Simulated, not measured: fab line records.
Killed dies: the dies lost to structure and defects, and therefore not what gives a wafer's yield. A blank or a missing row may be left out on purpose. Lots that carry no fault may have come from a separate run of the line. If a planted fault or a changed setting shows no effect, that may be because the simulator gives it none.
8D (eight disciplines) problem report, filled in by code | flow sky130 | the parts of the form that need people (team, actions taken, sign-off) are left out

## 1. THE PROBLEM
VT_ADJUST_NCORE_TW at SKY_VT_ADJUST_NCORE_TW_MEAS_11 reads a mean of 210.6 on 6 wafers of 2 lots; wafers without a fault read 219.9 with a standard deviation of 1.5. That is -6.2 standard deviations from the usual mean.
First observed at day 10 19:57: wafer L515.1, on film-metro-02. Wafers with a number at this step in the record: 39, from 13 lots. By rule, "out" or "out of limits" means more than 4 standard deviations away from the usual mean. All remaining wafers that have a number are taken as sound.

## 2. WHAT THIS IS AND IS NOT
question                    | is                           | is not
which readings at this step | VT_ADJUST_NCORE_TW           | -
which lots                  | L515, L520                   | L507, L508, L509, L510, L511, L513, L514, L519, L525, L526, L529
which wafers of those lots  | all that have a number       | -
read on which gauges        | film-metro-02, film-metro-04 | film-metro-03
when                        | from day 10 19:57            | up to then (21 sound wafers); but 12 sound wafers of L519, L525, L526, L529 came after

## 3. SUSPECTS, AND WHAT RULES EACH OUT
Counting: a tool stays on the suspect list if, at a process step up to the reading, it processed all lots that are out and no sound lot following the first of them.
- the gauge at SKY_VT_ADJUST_NCORE_TW_MEAS_11: ruled out. Those wafers that are out were read across 2 gauges (film-metro-02, film-metro-04).
- implanter-01 at SKY_VT_ADJUST_NCORE_IMPLANT_09: ruled out as a lasting fault. Sound lots L526 ran on it after its first lot that is out, L515 (day 10 19:42).
Left after counting: nothing in the record.

## 4. THE CAUSE (what the simulator had put in)
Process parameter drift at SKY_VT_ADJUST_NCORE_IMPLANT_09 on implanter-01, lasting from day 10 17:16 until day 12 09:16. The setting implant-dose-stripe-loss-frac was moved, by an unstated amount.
The count ruled it out by mistake, since the rule takes a fault to strike every lot its tool runs from the start of the fault on, and this one did not do so.

## 5. THE EFFECT CHAIN, in route order
Each row: a reading whose mean over the struck wafers that have a number lies more than 3 standard deviations from the usual. Scope: only readings with a usual standard deviation given in the record; hours: median across lots of the time from each lot's start at the first step in this table that gives one to its start at this step; sigmas: change in usual standard deviations.
hours | step                           | reading            | usual | on struck wafers | change | sigmas
0     | SKY_VT_ADJUST_NCORE_TW_MEAS_11 | VT_ADJUST_NCORE_TW | 219.9 | 210.6            | -9.3   | -6.2
Later measuring or inspecting steps at which every struck wafer that the step has a row for has a number for every such reading, and none has moved that far: SKY_LOCAL_INTERCONNECT_OVL_MEAS_12, SKY_CONTACT_THK_MEAS_26.

## 6. HOW IT WOULD HAVE BEEN CAUGHT EARLIER
In this record the first reading out of limits at a measuring or inspecting step was taken at day 10 19:57, 3 hours after the fault began at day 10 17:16.
